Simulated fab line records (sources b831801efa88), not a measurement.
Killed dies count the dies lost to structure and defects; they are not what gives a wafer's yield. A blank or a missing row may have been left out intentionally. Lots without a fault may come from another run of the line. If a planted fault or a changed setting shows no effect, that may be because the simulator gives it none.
fab line records | flow sky130
[record] lots = 12 wafers = 35 last_day = 51
route steps=708 shown VIA1@467 PAD_OPEN@708
lots that met no fault: taken from a fault-free run of the same line
start_h: the number of hours between the record's first day and the start of the first shown wafer of the lot | wait_h: time in hours since the lot's previous step | " the same as in the row above | L1.1+2: several wafers, shown together as one row | - no value, or no start was given | * or withheld: withheld | < > ~ a bound
route shown NAME@n: NAME is a module with steps in the file, n the number in the route of the first one | usual: mean/standard deviation of fault-free wafers | same: alike in all rows | chamber/n: place in a boat | sites: per-site readings | _std_site: their standard deviation | _edge_site: outer sites' mean less inner sites' | radius_mm: for every site, how far away it sits from the centre of the wafer | mask NAME#n: copy n | behind: tool/chamber where the wafer was last shaped | hold: what put the lot on hold/how long, in hours/how the hold closed | device: the n, p or np transistor that did not switch | end of line: the same wafers' tests at the end of the route | a step without rows: its recipe alone | killed: the dies lost at the first sort to structure and to defects; this is not the yield of the wafer | map: a wafer's dies, marking killed ones x, the rest . and places with no die _
set.NAME: the setting as run; set.NAME@STEP: as run at that earlier step | model.NAME: the simulator's own value behind a step, which no gauge read
route steps across a sampled set of lots; one table per step, one row per wafer
services: a tool's chamber out of use, with start hour (start_h, from the record's first day; less than 0 if before it), hours out, and reason
[[steps]]
[step SKY_VIA1_EXPOSE_09]
[recipe] mask_id = VIM na = 0.8 source_shape = annular sigma_inner = 0.55 sigma_outer = 0.85 target_cd_nm = 150 dose_mj = 38
// columns lot.wafer tool chamber start_h wait_h mask
L404.3+4+6 krf_scanner-01 0 779.02 - VIM#0
L405.1+4+5 krf_scanner-02 0 782.71 - VIM#0
L406.1+3+5 krf_scanner-01 0 790.06 - VIM#0
L407.1+2+5 krf_scanner-01 0 799.19 - VIM#0
L408.1+3+5 krf_scanner-01 0 808.19 - VIM#0
L415.1+3 krf_scanner-02 0 863.13 - VIM#0
L416.3+4+5 krf_scanner-02 0 871.52 - VIM#0
L418.2+3+6 krf_scanner-01 0 879.20 - VIM#0
L424.1+3+6 krf_scanner-02 0 923.21 - VIM#0
L425.2+4+5 krf_scanner-01 0 936.80 - VIM#0
L426.2+4+5 krf_scanner-01 0 938.35 - VIM#0
L427.1+3+6 krf_scanner-02 0 973.16 - VIM#0
[step SKY_VIA1_CD_MEAS_12]
[recipe] target_cd_nm = 150
[usual] cd_nm = 150.6/1.7
// columns lot.wafer tool chamber start_h wait_h cd_nm
L404.3 cd_sem-01 - 791.53 - 148.5
L404.4 " - " " 147.0
L404.6 " - " " 148.2
L405.1 cd_sem-01 - 794.84 - 151.6
L405.4 " - " " 150.0
L405.5 " - " " 151.4
L406.1 cd_sem-01 - 802.49 - 147.3
L406.3 " - " " 149.2
L406.5 " - " " 148.3
L407.1 cd_sem-02 - 812.89 - 151.5
L407.2 " - " " 150.6
L407.5 " - " " 149.5
L408.1 cd_sem-02 - 821.14 - 152.0
L408.3 " - " " 150.4
L408.5 " - " " 150.5
L415.1 cd_sem-02 - 875.75 - 52.3
L415.3 " - " " 151.5
L416.3 cd_sem-02 - 883.73 - 150.3
L416.4 " - " " 150.4
L416.5 " - " " 51.8
L418.2 cd_sem-01 - 892.26 - 150.6
L418.3 " - " " 151.2
L418.6 " - " " 148.4
L424.1 cd_sem-01 - 935.50 - 154.4
L424.3 " - " " 153.7
L424.6 " - " " 154.2
L425.2 cd_sem-01 - 947.97 - 146.9
L425.4 " - " " 148.3
L425.5 " - " " 145.7
L426.2 cd_sem-02 - 950.32 - 148.9
L426.4 " - " " 150.5
L426.5 " - " " 150.4
L427.1 cd_sem-02 - 984.09 - 152.4
L427.3 " - " " 152.1
L427.6 " - " " 153.5
[step SKY_PAD_OPEN_PROBE_99]
[usual] defect_limited_yield = 82.6/1.8 killed_at_M0_to_M3 = 43/6.5 killed_at_M4_up = 3.1/1.8 killed_at_contacts = 24/5.6 killed_at_front_end = 15/4.2 killed_at_other = 0.3/0.5 killed_dies = 86/8.9 killed_on_rim = 17/4.3 killed_open = 47/6.9 killed_short = 39/5.9 sort_bin_3_pad_short = 0.9/0.39 sort_bin_5_function = 10.4/1.6 sort_bin_6_memory = 6.2/1 sort_n_pass = 406/8.9 sort_yield_pct = 82.6/1.8
[same] gross_dies = 492 killed_at_back_side = 0 sort_bin_4_leakage[%] = 0 sort_bin_8_speed[%] = 0
// columns lot.wafer tool chamber start_h wait_h defect_limited_yield[%] killed_at_M0_to_M3 killed_at_M4_up killed_at_contacts killed_at_front_end killed_at_other killed_dies killed_on_rim killed_open killed_short sort_bin_3_pad_short[%] sort_bin_5_function[%] sort_bin_6_memory[%] sort_n_pass sort_yield_pct[%]
L404.3 prober-01 - 1073.62 0.2 83.3 45 3 17 17 0 82 14 46 36 0.8 9.8 6.1 410 83.3
L404.4 prober-01 - 1073.67 0.2 81.5 50 4 23 14 0 91 23 40 51 1.2 10.0 7.3 401 81.5
L404.6 prober-01 - 1073.77 0.2 80.5 50 2 29 15 0 96 20 52 44 1.2 11.6 6.7 396 80.5
L405.1 prober-02 - 1076.89 0.1 83.3 39 5 22 16 0 82 12 45 37 1.0 10.4 5.3 410 83.3
L405.4 prober-02 - 1077.04 0.2 87.0 29 3 17 15 0 64 18 34 30 0.2 7.1 5.7 428 87.0
L405.5 prober-02 - 1077.09 0.2 81.5 49 4 19 18 1 91 15 54 37 1.0 11.4 6.1 401 81.5
L406.1 prober-01 - 1082.85 0.1 82.5 52 2 22 10 0 86 9 48 38 0.4 11.8 5.3 406 82.5
L406.3 prober-01 - 1082.95 0.2 82.5 42 3 26 15 0 86 18 46 39 1.2 11.8 4.5 406 82.5
L406.5 prober-01 - 1083.05 0.2 83.9 49 4 10 15 1 79 15 32 46 1.0 9.1 5.9 413 83.9
L415.1 prober-01 - 1136.60 0.1 0 444 7 24 17 0 492 96 50 36 0.4 94.1 5.5 0 0
L415.3 prober-01 - 1136.70 0.2 80.9 48 7 17 22 0 94 21 53 41 0.6 11.0 7.5 398 80.9
L416.3 prober-02 - 1145.38 0.2 80.7 49 3 29 14 0 95 24 58 37 0.8 11.6 6.9 397 80.7
L416.4 prober-02 - 1145.43 0.2 80.1 56 0 24 17 1 98 24 66 32 1.0 12.4 6.5 394 80.1
L416.5 prober-02 - 1145.48 0.2 0 449 5 25 13 0 492 96 43 38 1.2 92.9 5.9 0 0
L425.2 prober-01 - 1189.46 0.1 85.4 39 0 20 13 0 72 13 40 32 0.8 10.4 3.5 420 85.4
L425.4 prober-01 - 1189.56 0.2 86.0 32 1 23 13 0 69 12 34 35 0.2 7.7 6.1 423 86.0
L425.5 prober-01 - 1189.61 0.2 85.0 36 1 29 7 1 74 11 45 29 0.4 9.8 4.9 418 85.0
L426.2 prober-02 - 1190.46 0.1 79.7 57 3 30 9 1 100 32 57 43 0.4 13.0 6.9 392 79.7
L426.4 prober-02 - 1190.56 0.2 83.5 40 1 26 14 0 81 20 50 31 1.2 9.8 5.5 411 83.5
L426.5 prober-02 - 1190.61 0.2 82.7 43 1 25 16 0 85 15 49 36 1.0 11.4 4.9 407 82.7
// killed by level:class
L404.3 VIA1:geometric_particle:open=12 METAL1:geometric_particle:short=10 FIELD_ISO:geometric_particle:open=7 CONTACT:geometric_particle:open=7 POLY_GATE:geometric_particle:open=5 METAL2:geometric_particle:short=5 VIA2:geometric_particle:open=5 CONTACT:geometric_particle:short=4
L404.4 METAL1:geometric_particle:short=14 VIA1:geometric_particle:open=8 LI_CONTACT:geometric_particle:open=7 VIA3:geometric_particle:open=7 CONTACT:geometric_particle:open=6 FIELD_ISO:geometric_particle:short=5 CONTACT:geometric_particle:short=5 METAL2:geometric_particle:short=5
L404.6 METAL2:geometric_particle:short=10 VIA3:geometric_particle:open=9 LI_CONTACT:geometric_particle:open=8 VIA2:geometric_particle:open=7 CONTACT:geometric_particle:open=7 VIA1:geometric_particle:open=7 CONTACT:geometric_particle:short=6 LOCAL_INTERCONNECT:geometric_particle:short=6
L405.1 VIA1:geometric_particle:open=11 CONTACT:geometric_particle:open=10 CONTACT:geometric_particle:short=6 VIA3:geometric_particle:open=5 FIELD_ISO:geometric_particle:open=4 FIELD_ISO:geometric_particle:short=4 METAL2:geometric_particle:short=4 VIA2:geometric_particle:short=4
L405.4 LI_CONTACT:geometric_particle:open=9 FIELD_ISO:geometric_particle:short=6 VIA1:geometric_particle:open=6 CONTACT:geometric_particle:open=4 VIA2:geometric_particle:open=4 METAL2:geometric_particle:short=4 POLY_GATE:geometric_particle:open=3 SPACER:geometric_particle:short=3
L405.5 VIA3:geometric_particle:open=10 VIA1:geometric_particle:open=9 METAL2:geometric_particle:short=7 VIA2:geometric_particle:open=7 CONTACT:geometric_particle:open=6 POLY_GATE:geometric_particle:open=5 FIELD_ISO:geometric_particle:short=4 LI_CONTACT:geometric_particle:open=4
L406.1 VIA1:geometric_particle:open=15 VIA3:geometric_particle:open=8 VIA1:geometric_particle:short=7 LI_CONTACT:geometric_particle:open=7 VIA2:geometric_particle:open=7 CONTACT:geometric_particle:short=5 CONTACT:geometric_particle:open=5 METAL2:geometric_particle:short=5
L406.3 VIA1:geometric_particle:open=12 LI_CONTACT:geometric_particle:open=9 CONTACT:geometric_particle:open=8 METAL1:geometric_particle:short=7 FIELD_ISO:geometric_particle:open=5 CONTACT:geometric_particle:short=5 VIA1:geometric_particle:short=5 METAL2:geometric_particle:short=5
L406.5 VIA1:geometric_particle:open=11 METAL2:geometric_particle:short=9 VIA3:geometric_particle:open=7 METAL1:geometric_particle:short=6 POLY_GATE:geometric_particle:short=5 CONTACT:geometric_particle:short=5 VIA1:geometric_particle:short=5 VIA2:geometric_particle:open=5
L415.1 VIA1:area_expose=406 VIA1:geometric_particle:open=13 CONTACT:geometric_particle:open=10 CONTACT:geometric_particle:short=7 VIA2:geometric_particle:open=6 METAL4:geometric_particle:short=6 FIELD_ISO:geometric_particle:open=4 FIELD_ISO:geometric_particle:short=4
L415.3 VIA1:geometric_particle:open=12 VIA3:geometric_particle:open=9 VIA2:geometric_particle:open=7 VIA1:geometric_particle:short=6 METAL1:geometric_particle:short=6 LI_CONTACT:geometric_particle:open=5 FIELD_ISO:geometric_particle:open=4 POLY_GATE:geometric_particle:open=4
L416.3 VIA1:geometric_particle:open=15 LI_CONTACT:geometric_particle:open=10 CONTACT:geometric_particle:open=6 VIA3:geometric_particle:open=6 VIA2:geometric_particle:open=5 FIELD_ISO:geometric_particle:open=4 CONTACT:geometric_particle:short=4 LOCAL_INTERCONNECT:geometric_particle:open=4
L416.4 VIA1:geometric_particle:open=19 VIA2:geometric_particle:open=10 CONTACT:geometric_particle:open=8 LI_CONTACT:geometric_particle:open=8 FIELD_ISO:geometric_particle:open=7 METAL2:geometric_particle:short=6 VIA3:geometric_particle:open=6 METAL1:geometric_particle:short=5
L416.5 VIA1:area_expose=411 VIA1:geometric_particle:open=9 CONTACT:geometric_particle:open=8 VIA1:geometric_particle:short=7 VIA3:geometric_particle:open=6 CONTACT:geometric_particle:short=5 VIA2:geometric_particle:open=5 LI_CONTACT:geometric_particle:short=4
L425.2 VIA1:geometric_particle:open=15 VIA3:geometric_particle:open=7 LI_CONTACT:geometric_particle:short=6 VIA1:geometric_particle:short=6 POLY_GATE:geometric_particle:short=5 CONTACT:geometric_particle:open=4 POLY_GATE:geometric_particle:open=3 LI_CONTACT:geometric_particle:open=3
L425.4 FIELD_ISO:geometric_particle:short=6 LI_CONTACT:geometric_particle:open=6 LOCAL_INTERCONNECT:geometric_particle:short=6 CONTACT:geometric_particle:open=6 VIA1:geometric_particle:open=6 VIA1:geometric_particle:short=5 CONTACT:geometric_particle:short=4 METAL2:geometric_particle:short=4
L425.5 CONTACT:geometric_particle:open=13 LI_CONTACT:geometric_particle:open=11 VIA3:geometric_particle:open=7 VIA2:geometric_particle:short=6 VIA2:geometric_particle:open=5 METAL3:geometric_particle:short=5 METAL1:geometric_particle:short=4 LOCAL_INTERCONNECT:geometric_particle:short=3
L426.2 VIA1:geometric_particle:open=15 CONTACT:geometric_particle:open=9 LI_CONTACT:geometric_particle:open=7 VIA1:geometric_particle:short=7 METAL2:geometric_particle:short=6 VIA2:geometric_particle:open=6 VIA3:geometric_particle:open=6 VIA3:geometric_particle:short=6
L426.4 CONTACT:geometric_particle:open=9 VIA1:geometric_particle:open=9 VIA3:geometric_particle:open=8 FIELD_ISO:geometric_particle:open=6 LI_CONTACT:geometric_particle:open=5 METAL2:geometric_particle:short=5 CONTACT:geometric_particle:short=5 METAL1:geometric_particle:short=4
L426.5 VIA1:geometric_particle:open=10 CONTACT:geometric_particle:open=9 LI_CONTACT:geometric_particle:open=8 VIA3:geometric_particle:open=8 VIA2:geometric_particle:open=6 CONTACT:geometric_particle:short=5 VIA2:geometric_particle:short=5 METAL2:geometric_particle:short=4
[[services]]
// columns tool chamber start_h hours kind
krf_scanner-02 - 770.95 1.0 pm
krf_scanner-01 - 816.43 3.6 pm
krf_scanner-01 - 820.56 0.8 pm
krf_scanner-02 - 832.33 0.2 repair
krf_scanner-02 - 839.99 0.8 pm
krf_scanner-02 - 852.13 4.0 pm
krf_scanner-02 - 856.40 1.3 pm
krf_scanner-01 - 859.86 1.2 repair
krf_scanner-01 - 868.89 1.3 pm
krf_scanner-01 - 891.17 0.8 pm
krf_scanner-01 - 905.83 1.0 pm
krf_scanner-02 - 939.95 1.0 pm
krf_scanner-01 - 964.85 0.4 repair
[[key]]
[first_sign] step = SKY_VIA1_CD_MEAS_12 reading = cd_nm direction = down sigmas = 58 usual = 150.6 struck = 52.1
[effect] step = SKY_PAD_OPEN_PROBE_99 reading = killed_at_M0_to_M3 direction = up sigmas = 62 usual = 43 struck = 446
[more_kills_born_at] SKY_VIA1_EXPOSE_09@krf_scanner-02 = 817
met_at SKY_VIA1_EXPOSE_09
struck_lots L415,L416
struck_wafers L415.1,L416.5
later_rows_left_out L415.1,L416.5
onset_between 782.71 863.13
[fault] kind = process_parameter_drift tool = krf_scanner-02 chamber = - onset_h = 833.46 steps = SKY_VIA1_EXPOSE_09 channel = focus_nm offset = 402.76 shape = step end_h = 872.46 scope = struck_wafers_only
// later_rows_left_out: the simulator's readings of these wafers behind a module that went badly wrong aren't trusted and aren't shown, but for the sort
